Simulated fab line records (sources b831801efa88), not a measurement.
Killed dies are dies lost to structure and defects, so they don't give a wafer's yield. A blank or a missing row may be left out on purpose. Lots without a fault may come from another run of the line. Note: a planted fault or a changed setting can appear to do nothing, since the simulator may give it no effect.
Comparing a struck lot with a sound one	flow sky130	15 steps out of a route of 708
Sound: the wafers L682.3, L682.4, L682.6. Wafers L696.3, L696.4, L696.6 were the ones struck. The cause is named last.
Order at every step that has rows: each side's tool, ch and its chambers, its first start. Under that, the readings that differ: sound wafers	struck wafers	difference of the means	sigmas: that difference in standard deviations of wafers without a fault.
alike: readings with means less than 2 such deviations apart, plus words and numbers identical on both sides. not compared: withheld readings, readings lacking a value on some wafer, bounds such as >300 that could conceal the same value, and numbers that have no deviation in the record and whose values overlap.
Wherever a step has rows on one side only, a row that says differs or no value, or a row with sigmas, the two part there. Non-overlapping numbers with no deviation appear without sigmas and do not part them. Lack of a reading on every wafer of one side parts them only where that side has two or more wafers.

first, 5 steps without rows for these wafers: SKY_SONOS_TUNNEL_COAT_02 (resist thk 1140 nm); SKY_SONOS_TUNNEL_SOFTBAKE_03 (time 60 s); SKY_SONOS_TUNNEL_EXPOSE_04 (exposes mask TUNM, target cd 410 nm); SKY_SONOS_TUNNEL_PEB_05; SKY_SONOS_TUNNEL_DEVELOP_06 (develop time 60 s).
SKY_SONOS_TUNNEL_CD_MEAS_07: target cd 410 nm.
  sound: cd-sem-02 at day 14 05:41; struck: cd-sem-02 at day 19 01:18
  alike: cd-nm
SKY_SONOS_TUNNEL_OVL_MEAS_08:
  sound: overlay-01 at day 14 05:47; struck: overlay-02 at day 19 01:23
  alike: SONOS_TUNNEL_OVL
then, 3 steps without rows for these wafers: SKY_SONOS_TUNNEL_IMPLANT_09; SKY_SONOS_TUNNEL_WET_ETCH_10 (etches SiO2 in dHF, target depth 14 nm, time 280 s); SKY_SONOS_TUNNEL_STRIP_11 (strips in SPM, time 600 s).
SKY_SONOS_TUNNEL_TW_MEAS_12:
  sound: film-metro-04 at day 14 06:19; struck: film-metro-04 at day 19 01:51
  alike: SONOS_TUNNEL_TW
then, 1 step without rows for these wafers: SKY_SONOS_TUNNEL_CLEAN_13 (cleans in dHF, time 20 s).
SKY_SONOS_ONO_OXIDATION_00: stabilise 600 s, purge 300 s, target thk 2.6 nm.
  sound on furnace-01 ch 0, day 14 06:28; struck on furnace-02 ch 0, day 19 04:13
reading	sound	struck	difference	sigmas
spike-tc-centre-C (C)	798.2 799.4 799.2	809.2 810.5 810.5	+11.1	+6
spike-tc-lower-C (C)	800.9 802.9 800.9	807.5 807.0 810.9	+6.9	+6
spike-tc-upper-C (C)	801.8 801.0 799.7	807.6 807.6 807.7	+6.8	+6
tube-center-temp-C (C)	800.08 800.04 799.9	807.69 807.53 807.83	+7.68	+97
tube_center_temp_C_max	802.5 802.2 801.9	809.3 809.7 809.7	+7.4	+22
zone-power-bottom-pct (%)	19.3 19.7 19.5	23.2 23.5 23.8	+4.0	+2
model.SiO2_of_SONOS_ONO_OXIDATION_00.thk-nm (nm)	2.577 2.564 2.572	2.854 2.821 2.871	+0.278	
  alike: ramp-up-c-per-min, zone-power-upper-pct
SKY_SONOS_ONO_THK_MEAS_01:
  sound: film-metro-02 at day 14 07:50; struck: film-metro-03 at day 19 05:49
reading	sound	struck	difference	sigmas
SONOS_ONO_OXIDATION_THK (nm)	2.55 2.60 2.59	2.83 2.86 2.88	+0.28	+5
  not compared: hold
-- here the record skips 32 days between the struck wafers' starts before and after, leaving off in module SONOS_ONO and picking up in module PAD_OPEN (first step shown: number 708 of the route) --
SKY_PAD_OPEN_PROBE_99:
  sound: prober-02 at day 48 05:32; struck: prober-02 at day 51 06:06
reading	sound	struck	difference	sigmas
model.etest.sonos-erased.drive-ua-um	200.8 184 177.1	138.7 147 162.6	-37.9	
model.etest.cap-ono.gate-log10-a-cm2	-8.054 -7.854 -7.994	-8.466 -8.418 -8.446	-0.476	
model.etest.cap-ono.tox-acc-nm (nm)	12.99 12.83 12.97	13.25 13.24 13.3	+0.33	
model.etest.sonos-erased.vt-v (V)	-2.266 -2.274 -2.234	-1.928 -1.976 -1.938	+0.311	
model.etest.sonos-baked.vt-less-v (V)	-0.4887 -0.4601 -0.5199	-0.4105 -0.3611 -0.4207	+0.0921	
model.etest.sonos-programmed.vt-v (V)	1.409 1.455 1.435	1.306 1.255 1.278	-0.153	
  alike: killed_at_M0_to_M3, killed_at_M4_up, killed-at-contacts, killed-at-front-end, killed-at-other, killed-dies, killed-open, killed-short

== WHERE THEY PART ==
Earliest at SKY_SONOS_ONO_OXIDATION_00; latest, in this record, at SKY_SONOS_ONO_THK_MEAS_01. Later steps at which nothing parts them and some readings are alike: SKY_PAD_OPEN_PROBE_99.

WHY: whatever the simulator had introduced
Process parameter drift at SKY_SONOS_ONO_OXIDATION_00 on furnace-02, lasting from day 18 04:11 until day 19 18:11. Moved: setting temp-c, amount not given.
